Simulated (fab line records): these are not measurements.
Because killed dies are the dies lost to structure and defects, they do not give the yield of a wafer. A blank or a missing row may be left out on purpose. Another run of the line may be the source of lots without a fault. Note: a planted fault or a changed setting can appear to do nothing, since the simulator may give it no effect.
The tool behind it: which one? || flow gf180mcu || 6 lots, 18 wafers sampled, at 3 steps of a route of 602

## WHAT THE GAUGES READ, wafer by wafer
GF_HV_LDD_TW_MEAS_38.
{"lot": "L902", "measured": "day 11 19:10", "on": "film_metro-01", "HV_LDD_3_TW": "1464 1463 1457"}
{"lot": "L904", "measured": "day 12 15:32", "on": "film_metro-01", "HV_LDD_3_TW": "1465 1476 1471"}
{"lot": "L912", "measured": "day 15 08:59", "on": "film_metro-04", "HV_LDD_3_TW": "1309 1304 1301"}
{"lot": "L918", "measured": "day 16 21:43", "on": "film_metro-01", "HV_LDD_3_TW": "1464 1464 1464"}
{"lot": "L921", "measured": "day 18 00:55", "on": "film_metro-03", "HV_LDD_3_TW": "1431 1429 1427"}
{"lot": "L923", "measured": "day 18 15:04", "on": "film_metro-04", "HV_LDD_3_TW": "1416 1421 1418"}

## TOOL THAT RAN EACH LOT (tool first, then ch and the chambers of the sampled wafers, then the start)
{"lot": "L902", "GF_HV_LDD_STRIP_22": "plasma_asher-01 ch 0,1, day 11 00:29", "GF_HV_LDD_STRIP_37": "plasma_asher-03 ch 0,1, day 11 19:04"}
{"lot": "L904", "GF_HV_LDD_STRIP_22": "plasma_asher-03 ch 0,1, day 11 19:41", "GF_HV_LDD_STRIP_37": "plasma_asher-02 ch 0,1, day 12 15:26"}
{"lot": "L912", "GF_HV_LDD_STRIP_22": "plasma_asher-01 ch 0,1, day 14 10:50", "GF_HV_LDD_STRIP_37": "plasma_asher-01 ch 0,1, day 15 08:52"}
{"lot": "L918", "GF_HV_LDD_STRIP_22": "plasma_asher-03 ch 0,1, day 15 23:03", "GF_HV_LDD_STRIP_37": "plasma_asher-03 ch 0,1, day 16 21:37"}
{"lot": "L921", "GF_HV_LDD_STRIP_22": "plasma_asher-01 ch 0,1, day 17 01:22", "GF_HV_LDD_STRIP_37": "plasma_asher-02 ch 0,1, day 18 00:49"}
{"lot": "L923", "GF_HV_LDD_STRIP_22": "plasma_asher-02 ch 0,1, day 17 15:16", "GF_HV_LDD_STRIP_37": "plasma_asher-01 ch 0,1, day 18 14:58"}
- GF_HV_LDD_STRIP_22: strips in O2/N2.
- GF_HV_LDD_STRIP_37: strips in O2/N2.

## THE ANSWER, worked out from the rows above alone
Rule: the lots themselves supply what counts as usual. Put in order of their means at a reading, lots are off if they are a third of the lots or fewer, leave a main group of 4 or more, and stand apart from it by a gap of 3 or more times the standard deviation of the main group's means; of several such gaps the widest counts. A main group whose means are all the same, to the digits that the tables above print for the reading, isn't used. Also off: a lot with no number at a reading for which 4 or more lots have one. The other lots that the step has rows for count as sound.
Off: at GF_HV_LDD_TW_MEAS_38 (HV_LDD_3_TW), L912. The main group has a mean of 1449 with a standard deviation of 21.
If a tool, at a process step before that reading, ran all the lots that are off and no sound lot after the first of them, it fits. Those tools and the gauges at GF_HV_LDD_TW_MEAS_38 are tried in the same way. Of those tried, none fits.

## WHAT THE SIMULATOR PUT IN
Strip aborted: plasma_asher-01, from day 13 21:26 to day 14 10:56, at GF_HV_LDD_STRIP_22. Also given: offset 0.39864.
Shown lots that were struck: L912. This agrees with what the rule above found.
